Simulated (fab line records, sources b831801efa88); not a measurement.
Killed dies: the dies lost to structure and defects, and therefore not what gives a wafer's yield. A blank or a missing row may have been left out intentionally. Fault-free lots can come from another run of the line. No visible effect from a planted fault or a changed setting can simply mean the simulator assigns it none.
Code-filled problem report in 8D (eight disciplines) form    flow gf180mcu    the parts of the form that need people (team, actions taken, sign-off) are left out

1. PROBLEM STATEMENT
Wafers free of any fault read 108.61 ohm/sq (standard deviation 0.28) for PSD_RS at GF_PSD_RS_MEAS_15, against a mean of 110.37 ohm/sq on 6 wafers of 2 lots. Relative to the usual mean, that is a shift of +6.3 standard deviations.
The step: measures by four-point-probe.
The first sign was on wafer L715.1 at day 18 09:13, on filmMetro-01. The record holds 33 wafers of 11 lots with a number at this step. By rule, "out" or "out of limits" means more than 4 standard deviations away from the usual mean. The rest of the wafers with a number are treated as sound.

2. WHAT THIS IS AND IS NOT
question                     is                      is not
which readings at this step  PSD_RS                  -
which lots                   L715, L719              L704, L705, L708, L709, L722, L723, L724, L726, L727
which wafers of those lots   all that have a number  -
read on which gauges         filmMetro-01            filmMetro-03, filmMetro-04
when                         from day 18 09:13       up to then (12 sound wafers); but 15 sound wafers of L722, L723, L724, L726, L727 came after

3. WHAT RULES OUT EACH SUSPECT
Counting: a tool at a process step up to the reading stays a suspect if it ran every lot that is out and no sound lot after the first of them.
- the gauge at GF_PSD_RS_MEAS_15: ruled out. All the wafers that are out were read on filmMetro-01, but those of them that GF_PSD_IMPLANT_09 has rows for are out there too, on other tools.
- implanter-04 at GF_PSD_IMPLANT_09: ruled out as a lasting fault. The sound lots L727 went through it after L715, its earliest lot that is out (day 18 08:40).
Left after counting: nothing in the record.

4. THE CAUSE (what the simulator had put in)
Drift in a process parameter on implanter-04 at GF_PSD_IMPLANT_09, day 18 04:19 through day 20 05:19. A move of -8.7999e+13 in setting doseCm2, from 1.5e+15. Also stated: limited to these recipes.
It was ruled out by counting, in error; the rule expects a fault to strike all lots run on its tool from its start on, and this fault did not.

5. SEQUENCE OF EFFECTS, ordered by route
Each row: a reading whose mean over the struck wafers that have a number lies more than 3 standard deviations from the usual. Scope: only readings with a usual standard deviation given in the record; hours: median across lots of the time from each lot's start at the first step in this table that gives one to its start at this step; sigmas: change in usual standard deviations.
hours  step               reading               usual          on struck wafers  change    sigmas
0      GF_PSD_IMPLANT_09  doseIonsCm2           1.5e+15        1.4e+15           -8.9e+13  -52
0      GF_PSD_IMPLANT_09  faradayCurrentUA      8254           7722              -532      -3.1
0      GF_PSD_STRIP_10    stripTimeToEndpointS  16.513 s       16.343            -0.170    -6.1
1      GF_PSD_RS_MEAS_15  PSD_RS                108.61 ohm/sq  110.37            +1.76     +6.3
The process steps in it:
- GF_PSD_IMPLANT_09
- GF_PSD_STRIP_10: strips in O2/N2.

6. HOW IT WOULD HAVE BEEN CAUGHT EARLIER
Counted from the fault's start at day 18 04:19, it took 5 hours until the first out-of-limits reading at a measuring or inspecting step in this record, taken at day 18 09:13.
At GF_PSD_IMPLANT_09, the tool's own readings (doseIonsCm2) were out on each struck wafer the step has a row for, so an alarm limit on them would have fired on the first such wafer.
